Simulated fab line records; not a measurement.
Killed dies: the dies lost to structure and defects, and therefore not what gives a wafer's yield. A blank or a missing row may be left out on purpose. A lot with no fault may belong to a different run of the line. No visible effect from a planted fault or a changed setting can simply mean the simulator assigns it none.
fab line records	flow sky130
record: lots: 6	wafers: 18	last-day: 50
route steps=708 shown POLY_GATE@233 LDD_N@237 LDD_P@255 PAD_OPEN@708
lots that met no fault: from a run of the same line without faults
start-h: hours from the record's opening day to when the first of the lot's shown wafers began	wait-h: hours since the lot's step before	" as in the row above	L1.1+2: a single row standing in for several wafers	- no value present, or no start provided	* or withheld: withheld	< > ~ a bound
route shown NAME@n: a module of which the file shows steps, and the number in the route of the first	usual: mean/standard deviation of fault-free wafers	same: alike in all rows	chamber/n: place in a boat	sites: each site's reading	_std_site: standard deviation across them	_edge_site: inner sites' mean taken away from outer sites' mean	radius-mm: how far each site lies from the wafer's centre	mask NAME#n: copy n	behind: the tool/chamber that last shaped the wafer	hold: why the lot went on hold/how many hours it stayed there/how the hold came to an end	device: transistor that didn't switch, given as n, p or np	end of line: the tests these same wafers got at the end of their route	step lacking rows: just its recipe	killed: not the wafer's yield, but the dies lost to structure and defects at the first sort	map: a wafer's dies, x killed, . not, _ none there
set.NAME: the setting the step ran with; set.NAME@STEP: the setting that earlier step ran with	model.NAME: the simulator's own value behind a step, which no gauge read
lots at some steps of the route; a table a step, a row a wafer
services: the hour from which a tool's chamber was out of use, counted from the record's first day as start-h (under 0 if before that day), plus the number of hours and why
== steps ==
step: SKY_POLY_GATE_CLEAN_19
recipe: chemistry: SC1/SC2	mix: 1:4:20	temp-c: 70	time-s: 150	dry: n2-spin
step: SKY_POLY_GATE_OXIDATION_20
recipe: temp-c: 850	ambient: O2	stabilise-s: 600	purge-s: 300	target-thk-a: 40	ox-time-s: 899
step: SKY_POLY_GATE_THK_MEAS_21
recipe: reads: SiO2_of_POLY_GATE_OXIDATION_20
usual: POLY_GATE_OXIDATION_THK: 3.99/0.072
lot.wafer	tool	chamber	start-h	wait-h	POLY_GATE_OXIDATION_THK[nm]
L902.2	film-metro-03	-	415.48	0.0	4.08
L902.3	"	-	"	"	4.13
L902.6	"	-	"	"	4.14
L906.4	film-metro-03	-	439.02	0.0	4.05
L906.5	"	-	"	"	3.99
L906.6	"	-	"	"	4.04
L914.2	film-metro-03	-	509.83	0.0	3.94
L914.4	"	-	"	"	3.84
L914.5	"	-	"	"	3.98
L915.1	film-metro-01	-	512.62	0.0	3.86
L915.3	"	-	"	"	3.94
L915.6	"	-	"	"	3.98
L916.3	film-metro-02	-	520.81	0.0	3.92
L916.5	"	-	"	"	4.00
L916.6	"	-	"	"	3.93
L922.2	film-metro-03	-	574.99	0.0	4.03
L922.5	"	-	"	"	3.96
L922.6	"	-	"	"	3.94
step: SKY_POLY_GATE_CD_MEAS_22
usual: cd-nm: 149.1/1.9
lot.wafer	tool	chamber	start-h	wait-h	cd-nm
L902.2	cd-sem-01	-	415.56	0.1	149.4
L902.3	"	-	"	"	152.9
L902.6	"	-	"	"	151.7
L906.4	cd-sem-02	-	439.14	0.1	147.7
L906.5	"	-	"	"	145.4
L906.6	"	-	"	"	145.9
L914.2	cd-sem-01	-	509.91	0.1	148.1
L914.4	"	-	"	"	147.1
L914.5	"	-	"	"	144.9
L915.1	cd-sem-02	-	512.68	0.1	147.6
L915.3	"	-	"	"	148.4
L915.6	"	-	"	"	149.3
L916.3	cd-sem-01	-	520.91	0.1	149.0
L916.5	"	-	"	"	153.0
L916.6	"	-	"	"	148.7
L922.2	cd-sem-02	-	575.07	0.1	145.8
L922.5	"	-	"	"	146.1
L922.6	"	-	"	"	146.1
step: SKY_LDD_N_DEHYDRATE_00
recipe: temp-c: 200	time-s: 60
step: SKY_LDD_N_HMDS_01
recipe: prime-time-s: 60	prime-temp-c: 120
step: SKY_LDD_N_COAT_02
recipe: resist: NOVOLAK	spin-rpm: 3000	resist-thk-nm: 300
step: SKY_LDD_N_SOFTBAKE_03
recipe: temp-c: 90	time-s: 60	resist: NOVOLAK
step: SKY_LDD_N_EXPOSE_04
recipe: mask-id: NTM	target-cd-nm: 840	na: 0.6	source-shape: conventional	sigma-outer: 0.6	dose-mj: 110
step: SKY_LDD_N_PEB_05
recipe: temp-c: withheld	time-s: *	resist: NOVOLAK
step: SKY_LDD_N_DEVELOP_06
recipe: develop-time-s: 60	dev-temp-c: 23
step: SKY_LDD_N_OVL_MEAS_07
usual: LDD_N_OVL: 0.6/1.2
lot.wafer	tool	chamber	start-h	wait-h	LDD_N_OVL[nm]
L902.2	overlay-01	-	446.12	0.1	2.1
L902.3	"	-	"	"	-1.3
L902.6	"	-	"	"	1.9
L906.4	overlay-02	-	469.68	0.1	0.3
L906.5	"	-	"	"	2.5
L906.6	"	-	"	"	2.4
L914.2	overlay-02	-	539.70	0.1	-0.2
L914.4	"	-	"	"	-0.3
L914.5	"	-	"	"	-0.2
L915.1	overlay-01	-	542.68	0.1	-0.6
L915.3	"	-	"	"	0.1
L915.6	"	-	"	"	-0.1
L916.3	overlay-02	-	550.59	0.1	2.2
L916.5	"	-	"	"	1.1
L916.6	"	-	"	"	0.6
L922.2	overlay-01	-	604.57	0.1	0.9
L922.5	"	-	"	"	2.3
L922.6	"	-	"	"	0.8
step: SKY_LDD_N_IMPLANT_08
recipe: species: As	energy-kev: 20	dose-cm2: 7.5e+13	tilt-deg: withheld	rotation-deg: 23
usual: beam-energy-keV: 19.999/0.0065	beam-on-s: 10.00/0.22	dose-ions-cm2: 7.499e+13/8.4e+10	faraday-current-uA: 423/9.1	rotation-deg: 22.998/0.021
same: implant-ion-amu: 75
lot.wafer	tool	chamber	start-h	wait-h	beam-energy-keV	beam-on-s	dose-ions-cm2	faraday-current-uA	rotation-deg
L902.2	implanter-02	0	446.18	0.0	19.999	10.47	7.497e+13	404	23.000
L902.3	"	0	"	"	20.007	10.35	7.503e+13	410	22.986
L902.6	"	0	"	"	20.001	10.17	7.492e+13	416	22.975
L906.4	implanter-03	0	469.78	0.1	20.010	9.69	7.511e+13	438	23.031
L906.5	"	0	"	"	20.004	10.21	7.514e+13	416	23.011
L906.6	"	0	"	"	20.018	10.21	7.5e+13	413	23.022
L914.2	implanter-02	0	539.76	0.0	20.013	10.44	7.51e+13	405	22.961
L914.4	"	0	"	"	20.017	10.28	7.507e+13	411	22.982
L914.5	"	0	"	"	20.015	9.91	7.506e+13	427	22.998
L915.1	implanter-03	0	542.71	0.0	19.983	78.61	9.0303e+14	646	22.993
L915.3	"	0	"	"	19.999	79.09	9.0297e+14	643	23.007
L915.6	"	0	"	"	19.988	80.53	9.0282e+14	634	23.007
L916.3	implanter-03	0	550.66	0.1	19.993	77.65	9.0281e+14	656	22.985
L916.5	"	0	"	"	20.001	79.66	9.0295e+14	638	22.998
L916.6	"	0	"	"	20.003	77.14	9.028e+14	659	22.969
L922.2	implanter-04	0	604.63	0.0	19.996	10.25	7.506e+13	414	22.986
L922.5	"	0	"	"	20.001	9.80	7.489e+13	428	22.957
L922.6	"	0	"	"	19.998	10.28	7.497e+13	410	22.997
step: SKY_LDD_N_IMPLANT_09
recipe: species: As	energy-kev: 20	dose-cm2: 7.5e+13	tilt-deg: withheld	rotation-deg: 113
step: SKY_LDD_N_IMPLANT_10
recipe: species: As	energy-kev: 20	dose-cm2: 7.5e+13	tilt-deg: withheld	rotation-deg: 203
step: SKY_LDD_N_IMPLANT_11
recipe: species: As	energy-kev: 20	dose-cm2: 7.5e+13	tilt-deg: withheld	rotation-deg: 293
step: SKY_LDD_N_IMPLANT_12
recipe: species: BF2	energy-kev: 50	dose-cm2: 5e+12	tilt-deg: 30	rotation-deg: 0
step: SKY_LDD_N_IMPLANT_13
recipe: species: BF2	energy-kev: 50	dose-cm2: 5e+12	tilt-deg: 30	rotation-deg: 90
step: SKY_LDD_N_IMPLANT_14
recipe: species: BF2	energy-kev: 50	dose-cm2: 5e+12	tilt-deg: 30	rotation-deg: 180
step: SKY_LDD_N_IMPLANT_15
recipe: species: BF2	energy-kev: 50	dose-cm2: 5e+12	tilt-deg: 30	rotation-deg: 270
step: SKY_LDD_N_STRIP_16
recipe: chemistry: O2/N2	power-w: 1400	pressure-mtorr: 1500	platen-temp-c: withheld	o2-flow-sccm: 3000	n2-flow-sccm: 300	overash-fraction: 0.5
usual: drypump-motor-current-A: 5.7/0.4	oes-product-au: 0.407/0.0044	strip-time-to-endpoint-s: 4.317/0.015
lot.wafer	tool	chamber	start-h	wait-h	drypump-motor-current-A	oes-product-au	rf-hours-counter-h	strip-time-to-endpoint-s
L902.2	plasma-asher-01	0	447.35	0.1	5.8	0.399	32	4.312
L902.3	"	1	"	"	5.7	0.408	-	4.299
L902.6	"	0	"	"	5.8	0.411	-	4.320
L906.4	plasma-asher-02	0	470.93	0.1	6.3	0.400	-	4.301
L906.5	"	0	"	"	6.3	0.402	-	4.313
L906.6	"	1	"	"	5.2	0.406	-	4.299
L914.2	plasma-asher-01	1	540.93	0.1	5.7	0.405	42	4.308
L914.4	"	1	"	"	5.7	0.406	-	4.317
L914.5	"	1	"	"	5.7	0.413	-	4.324
L915.1	plasma-asher-04	0	543.91	0.1	5.3	0.402	82	5.930
L915.3	"	1	"	"	5.7	0.407	-	5.932
L915.6	"	1	"	"	5.6	0.401	-	5.942
L916.3	plasma-asher-02	0	551.85	0.1	6.4	0.405	-	5.977
L916.5	"	0	"	"	6.3	0.405	-	5.967
L916.6	"	1	"	"	5.2	0.405	-	5.966
L922.2	plasma-asher-01	1	605.80	0.1	5.7	0.407	49	4.348
L922.5	"	0	"	"	5.8	0.400	-	4.351
L922.6	"	1	"	"	5.7	0.408	-	4.344
step: SKY_LDD_N_TW_MEAS_17
usual: LDD_N_TW: 2579/23
lot.wafer	tool	chamber	start-h	wait-h	LDD_N_TW
L902.2	film-metro-03	-	447.46	0.1	2590
L902.3	"	-	"	"	2599
L902.6	"	-	"	"	2603
L906.4	film-metro-04	-	471.03	0.1	2610
L906.5	"	-	"	"	2584
L906.6	"	-	"	"	2609
L914.2	film-metro-04	-	541.04	0.1	2619
L914.4	"	-	"	"	2607
L914.5	"	-	"	"	2618
L915.1	film-metro-03	-	544.01	0.1	3063
L915.3	"	-	"	"	3082
L915.6	"	-	"	"	3068
L916.3	film-metro-02	-	551.93	0.1	2992
L916.5	"	-	"	"	2994
L916.6	"	-	"	"	2987
L922.2	film-metro-03	-	605.91	0.1	2576
L922.5	"	-	"	"	2590
L922.6	"	-	"	"	2574
step: SKY_LDD_P_DEHYDRATE_00
recipe: temp-c: 200	time-s: 60
step: SKY_PAD_OPEN_PROBE_99
usual: killed_at_M0_to_M3: 43/7.1	killed_at_M4_up: 3.3/2	killed-at-contacts: 24/5.1	killed-at-front-end: 15/4.6	killed-at-other: 0.3/0.6	killed-dies: 86/9.6	killed-open: 46/7.3	killed-short: 39/6.7
same: gross-dies: 492	killed-at-back-side: 0
lot.wafer	tool	chamber	start-h	wait-h	killed_at_M0_to_M3	killed_at_M4_up	killed-at-contacts	killed-at-front-end	killed-at-other	killed-dies	killed-open	killed-short	model.etest.tip-n.rs-ohm-sq	model.etest.nfet_01v8.r-on-ohm-um	model.etest.nfet_01v8_lvt.drive-ua-um	model.etest.nfet_01v8_turned.drive-ua-um	model.etest.nfet_01v8.drive-ua-um	model.etest.sram-nfet-pass.drive-ua-um	model.etest.nfet_01v8_swapped.drive-ua-um	model.etest.licon-ndiff.rc-ohm
L902.2	prober-02	-	1108.37	0.1	56	1	23	15	0	95	51	44	441.7	817.9	586.5	510.9	516.2	504.6	513.9	177.5
L902.3	prober-02	-	1108.42	0.2	47	2	17	9	0	75	41	34	445.7	845.6	567.1	494.6	499.2	495.1	494.4	182.5
L902.6	prober-02	-	1108.57	0.2	55	5	24	7	0	91	45	46	442.7	838.6	578	509	507.7	472.9	506.7	187.9
L906.4	prober-02	-	1125.58	0.2	45	4	34	7	0	90	49	41	444.2	811.6	588.4	514	517.5	502.2	512.5	182.4
L906.5	prober-02	-	1125.63	0.2	46	4	26	3	0	79	45	34	442.2	805.5	590.3	523.2	519	520	518.3	184.2
L906.6	prober-02	-	1125.68	0.2	37	4	23	13	0	77	41	35	444.1	810.2	583.7	513.3	512.7	495.1	516.2	186.3
L914.2	prober-02	-	1167.38	0.1	48	3	39	26	0	116	65	51	441.1	840.8	572.4	503.8	497.7	485.1	500.6	182.3
L914.4	prober-02	-	1167.48	0.2	49	3	26	13	1	92	55	37	440.6	798	595.9	522.9	523	516.5	515.7	183.1
L914.5	prober-02	-	1167.53	0.2	47	7	26	16	0	96	51	45	443.9	798.9	594.1	526.4	527.3	510.3	522.7	184.7
L915.1	prober-01	-	1168.58	0.1	35	6	21	29	0	91	51	40	238.2	760.6	639.5	559.9	560.6	537.9	538.5	172.5
L915.3	prober-01	-	1168.68	0.2	46	5	15	17	0	83	45	36	237.8	737.4	653.5	579.1	574	552.5	557.9	169.9
L915.6	prober-01	-	1168.83	0.2	33	0	24	22	0	79	42	37	237.9	765.1	634	561.1	560	549.2	540.5	176.2
L916.3	prober-02	-	1174.48	0.2	42	1	16	18	1	78	45	31	237.8	742.9	654.5	581.8	578.1	553.9	557.3	177.8
L916.5	prober-02	-	1174.58	0.2	39	9	17	19	0	84	43	41	237.1	759.5	652.1	569.5	565.2	554.2	553.2	173.2
L916.6	prober-02	-	1174.63	0.2	46	1	32	10	0	89	54	35	238.2	744.1	650.3	579.9	581	567.2	563.7	173.2
L922.2	prober-02	-	1202.70	0.1	47	3	24	16	1	91	49	41	443.2	786.9	594.1	528.7	527.3	518.8	522	177.9
L922.5	prober-02	-	1202.85	0.2	48	7	18	11	0	84	49	35	442	803.5	594	522.5	521.4	507.5	524.2	184.1
L922.6	prober-02	-	1202.90	0.2	42	5	25	15	0	87	45	42	444.4	800.8	597.8	523.2	518	510.9	526	181.7
killed by level:class
L902.2 VIA2:geometric-particle:open=13 LI_CONTACT:geometric-particle:open=9 VIA1:geometric-particle:open=8 METAL1:geometric-particle:short=7 METAL2:geometric-particle:short=6 VIA2:geometric-particle:short=6 LOCAL_INTERCONNECT:geometric-particle:short=5 CONTACT:geometric-particle:open=5
L902.3 VIA1:geometric-particle:open=9 VIA3:geometric-particle:open=9 LI_CONTACT:geometric-particle:open=6 VIA2:geometric-particle:open=6 METAL1:geometric-particle:short=5 FIELD_ISO:geometric-particle:open=4 CONTACT:geometric-particle:short=4 VIA1:geometric-particle:short=4
L902.6 VIA2:geometric-particle:open=12 VIA1:geometric-particle:open=9 CONTACT:geometric-particle:short=8 VIA3:geometric-particle:open=7 LOCAL_INTERCONNECT:geometric-particle:short=6 METAL2:geometric-particle:short=6 METAL1:geometric-particle:short=6 LI_CONTACT:geometric-particle:open=5
L906.4 LI_CONTACT:geometric-particle:open=10 VIA1:geometric-particle:open=8 CONTACT:geometric-particle:short=7 CONTACT:geometric-particle:open=7 VIA2:geometric-particle:open=7 LOCAL_INTERCONNECT:geometric-particle:short=6 METAL1:geometric-particle:short=6 VIA3:geometric-particle:short=5
L906.5 VIA1:geometric-particle:open=10 CONTACT:geometric-particle:open=10 METAL1:geometric-particle:short=9 LI_CONTACT:geometric-particle:open=9 VIA3:geometric-particle:open=6 METAL3:geometric-particle:short=5 METAL2:geometric-particle:short=4 LI_CONTACT:geometric-particle:short=3
L906.6 VIA1:geometric-particle:open=11 CONTACT:geometric-particle:open=9 LI_CONTACT:geometric-particle:open=7 METAL1:geometric-particle:short=6 VIA3:geometric-particle:open=6 LOCAL_INTERCONNECT:geometric-particle:short=4 VIA1:geometric-particle:short=4 METAL2:geometric-particle:short=3
L914.2 LI_CONTACT:geometric-particle:open=11 VIA2:geometric-particle:open=10 POLY_GATE:geometric-particle:open=9 CONTACT:geometric-particle:open=9 VIA1:geometric-particle:open=9 CONTACT:geometric-particle:short=8 METAL1:geometric-particle:short=7 VIA3:geometric-particle:open=5
L914.4 LI_CONTACT:geometric-particle:open=12 VIA2:geometric-particle:open=11 CONTACT:geometric-particle:open=9 VIA1:geometric-particle:open=8 VIA1:geometric-particle:short=8 METAL2:geometric-particle:short=7 POLY_GATE:geometric-particle:open=5 LI_CONTACT:geometric-particle:short=4
L914.5 VIA1:geometric-particle:open=11 VIA2:geometric-particle:open=10 CONTACT:geometric-particle:open=9 LI_CONTACT:geometric-particle:open=8 METAL4:geometric-particle:short=7 VIA1:geometric-particle:short=6 METAL2:geometric-particle:short=5 CONTACT:geometric-particle:short=5
L915.1 FIELD_ISO:geometric-particle:open=11 VIA1:geometric-particle:open=9 CONTACT:geometric-particle:open=7 FIELD_ISO:geometric-particle:short=5 LI_CONTACT:geometric-particle:short=5 POLY_GATE:geometric-particle:short=5 VIA2:geometric-particle:open=5 CONTACT:geometric-particle:short=4
L915.3 LI_CONTACT:geometric-particle:open=8 VIA1:geometric-particle:short=8 VIA1:geometric-particle:open=8 VIA3:geometric-particle:open=6 FIELD_ISO:geometric-particle:short=5 VIA2:geometric-particle:open=5 POLY_GATE:geometric-particle:open=4 CONTACT:geometric-particle:open=4
L915.6 LI_CONTACT:geometric-particle:open=8 FIELD_ISO:geometric-particle:open=7 LOCAL_INTERCONNECT:geometric-particle:short=7 VIA1:geometric-particle:open=6 VIA2:geometric-particle:open=6 FIELD_ISO:geometric-particle:short=5 VIA3:geometric-particle:open=5 POLY_GATE:geometric-particle:short=4
L916.3 VIA1:geometric-particle:open=7 VIA2:geometric-particle:open=7 FIELD_ISO:geometric-particle:open=6 METAL1:geometric-particle:short=6 VIA3:geometric-particle:open=6 CONTACT:geometric-particle:open=5 METAL2:geometric-particle:short=5 LI_CONTACT:geometric-particle:short=4
L916.5 VIA1:geometric-particle:open=8 METAL4:geometric-particle:short=6 CONTACT:geometric-particle:open=6 VIA3:geometric-particle:open=6 VIA2:geometric-particle:open=5 METAL2:geometric-particle:short=4 SPACER:geometric-particle:open=4 SPACER:geometric-particle:short=4
L916.6 CONTACT:geometric-particle:open=13 VIA1:geometric-particle:open=9 VIA2:geometric-particle:open=8 LI_CONTACT:geometric-particle:open=7 VIA3:geometric-particle:open=6 METAL1:geometric-particle:short=5 VIA1:geometric-particle:short=5 CONTACT:geometric-particle:short=4
L922.2 VIA3:geometric-particle:open=12 CONTACT:geometric-particle:open=8 VIA1:geometric-particle:open=7 POLY_GATE:geometric-particle:short=6 METAL1:geometric-particle:short=6 VIA3:geometric-particle:short=6 CONTACT:geometric-particle:short=5 LOCAL_INTERCONNECT:geometric-particle:open=4
L922.5 VIA1:geometric-particle:open=14 VIA3:geometric-particle:open=12 VIA3:geometric-particle:short=7 CONTACT:geometric-particle:open=6 FIELD_ISO:geometric-particle:short=5 VIA2:geometric-particle:open=5 METAL4:geometric-particle:short=5 LI_CONTACT:geometric-particle:open=4
L922.6 LI_CONTACT:geometric-particle:open=11 METAL1:geometric-particle:short=8 VIA1:geometric-particle:open=7 CONTACT:geometric-particle:open=6 METAL2:geometric-particle:short=6 VIA2:geometric-particle:open=5 CONTACT:geometric-particle:short=5 VIA3:geometric-particle:open=5
== services ==
tool	chamber	start-h	hours	kind
plasma-asher-02	0	430.29	-	clean
plasma-asher-02	1	430.29	-	clean
plasma-asher-04	-	440.75	2.3	repair
implanter-02	-	455.16	2.1	repair
implanter-02	-	478.83	2.4	repair
implanter-04	-	500.14	1.8	repair
plasma-asher-02	-	537.13	1.7	repair
implanter-03	-	548.07	1.5	repair
implanter-04	-	549.53	1.7	repair
implanter-04	-	569.86	4.4	pm
== key ==
first-sign: step: SKY_LDD_N_IMPLANT_08	reading: dose-ions-cm2	direction: up	sigmas: 99+	usual: *	struck: *
effect: step: SKY_LDD_N_IMPLANT_08	reading: beam-on-s	direction: up	sigmas: 99+	usual: 10.00	struck: 78.78
effect: step: SKY_LDD_N_STRIP_16	reading: strip-time-to-endpoint-s	direction: up	sigmas: 99+	usual: *	struck: *
effect: step: SKY_LDD_N_TW_MEAS_17	reading: LDD_N_TW	direction: up	sigmas: 19	usual: 2579	struck: 3031
model-effect: step: SKY_PAD_OPEN_PROBE_99	value: etest.tip-n.rs-ohm-sq	without: 444.6	struck: 237.8
met-at SKY_LDD_N_IMPLANT_08
struck-wafers L915.1,L915.3,L915.6,L916.3,L916.5,L916.6
tester-left-out L915,L916
onset-between 469.78 542.71
fault: kind: process-parameter-drift	tool: implanter-03	chamber: -	onset-h: 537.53	steps: SKY_LDD_N_IMPLANT_08	channel: dose-cm2	offset: *	shape: step	end-h: 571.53	acts-in: *	stated: *
tester-left-out: of these lots the tester's yield and bins aren't shown, on N5 and GAA mostly nor the transistor test; their killed dies are dies lost to structure and defects alone, not to doping, threshold or leakage, so they don't give the yield
